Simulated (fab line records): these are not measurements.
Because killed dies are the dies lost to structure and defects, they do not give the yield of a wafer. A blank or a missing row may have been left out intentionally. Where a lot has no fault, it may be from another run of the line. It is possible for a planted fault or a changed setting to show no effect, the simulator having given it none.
Split-lot experiment -- flow gf180mcu -- 23 wafers read across 5 lots, on a route 602 steps long

## ABOUT THE SPLIT
At GF_MIM_SPUTTER_02 (material AlCu, target thk 450 nm, time 23.9 s), the setting powerW was moved away from the recipe's 10600 W on 9 of the 23 wafers read, by -10.1% to +10.2%. For the rest of the wafers, this setting stayed at what the recipe calls for.

The reading comes from the split's own step.

## THE READING
AlCu_of_MIM_SPUTTER_02.thkNm (the simulator's own value, which no gauge read), in nm, at GF_MIM_SPUTTER_02 (material AlCu, target thk 450 nm, time 23.9 s). No usual value for it is given in the file. The 14 wafers here that ran the recipe average 451.5 nm, standard deviation 3.1 nm.

wafer,"tool, chamber at the split","powerW as run, W",against the recipe,"AlCu_of_MIM_SPUTTER_02.thkNm, nm",against lot-mates on the recipe
L074.1,"pvdSputter-01, -",10600,recipe,451.7,-
L074.2,"pvdSputter-01, -",10600,recipe,453.8,-
L074.3,"pvdSputter-01, -",9526,-10.1%,414.9,-38.3
L074.5,"pvdSputter-01, -",9526,-10.1%,405.7,-47.5
L074.6,"pvdSputter-01, -",10600,recipe,454,-
L075.2,"pvdSputter-04, -",10600,recipe,454,-
L075.4,"pvdSputter-04, -",10600,recipe,457.2,-
L075.5,"pvdSputter-04, -",10600,recipe,455.3,-
L082.2,"pvdSputter-01, -",11170,+5.4%,477.5,+26.6
L082.3,"pvdSputter-01, -",11170,+5.4%,476.3,+25.4
L082.4,"pvdSputter-01, -",10600,recipe,450.5,-
L082.5,"pvdSputter-01, -",11170,+5.4%,475.6,+24.7
L082.6,"pvdSputter-01, -",10600,recipe,451.3,-
L083.1,"pvdSputter-01, -",10600,recipe,450.7,-
L083.2,"pvdSputter-01, -",11680,+10.2%,493.4,+42.8
L083.3,"pvdSputter-01, -",11680,+10.2%,490.7,+40.1
L083.4,"pvdSputter-01, -",10600,recipe,452.7,-
L083.5,"pvdSputter-01, -",10600,recipe,448.3,-
L085.1,"pvdSputter-02, -",11000,+3.8%,462.5,+15.3
L085.2,"pvdSputter-02, -",10600,recipe,446.8,-
L085.3,"pvdSputter-02, -",10600,recipe,448.9,-
L085.5,"pvdSputter-02, -",11000,+3.8%,466.1,+18.9
L085.6,"pvdSputter-02, -",10600,recipe,446,-

THE FIT
A straight line over all 23 wafers: AlCu_of_MIM_SPUTTER_02.thkNm changes by +4.09 nm for each +1% of powerW; r = +0.99; the points scatter about the line by 3.3 nm.
The same after taking each lot's own level away (the mean of its wafers on the recipe; 23 wafers): +4.26 nm for each +1%; r = +0.99; scatter 2.2 nm.
The reading moves by 43 nm for the largest change in powerW, on that fit.
Across the lots, their own levels run from 447.23 to 455.50 nm, a range of 2.6 times the standard deviation given above.
The two slopes agree, so the slope changes little with the lot-to-lot level.
Check: with one of the wafers moved furthest among these (+10.2%) left out of the fit, the line predicts +43.9 nm for it against its lot-mates. It came out at +42.8 nm against them.

## THESE WAFERS: OTHER SPLITS
Before the reading, these wafers also passed through other splits. Each is held against what the fit with the lots' levels taken away leaves over:
other split on the same wafers,wafers away from the commonest value,r with AlCu_of_MIM_SPUTTER_02.thkNm (lot level and that fit taken away)
GF_M4_SPUTTER_00 chamberPressurePa,15,+0.13
GF_M4_COAT_09 resistThkNm,11,+0.53
GF_M4_METAL_ETCH_16 icpW,9,+0.00
GF_V4_SPUTTER_21 chamberPressurePa,18,+0.29

## FILE'S OWN FIT
AlCu_of_MIM_SPUTTER_02.thkNm changes by +4.25 nm for each +1% of powerW, r = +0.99.
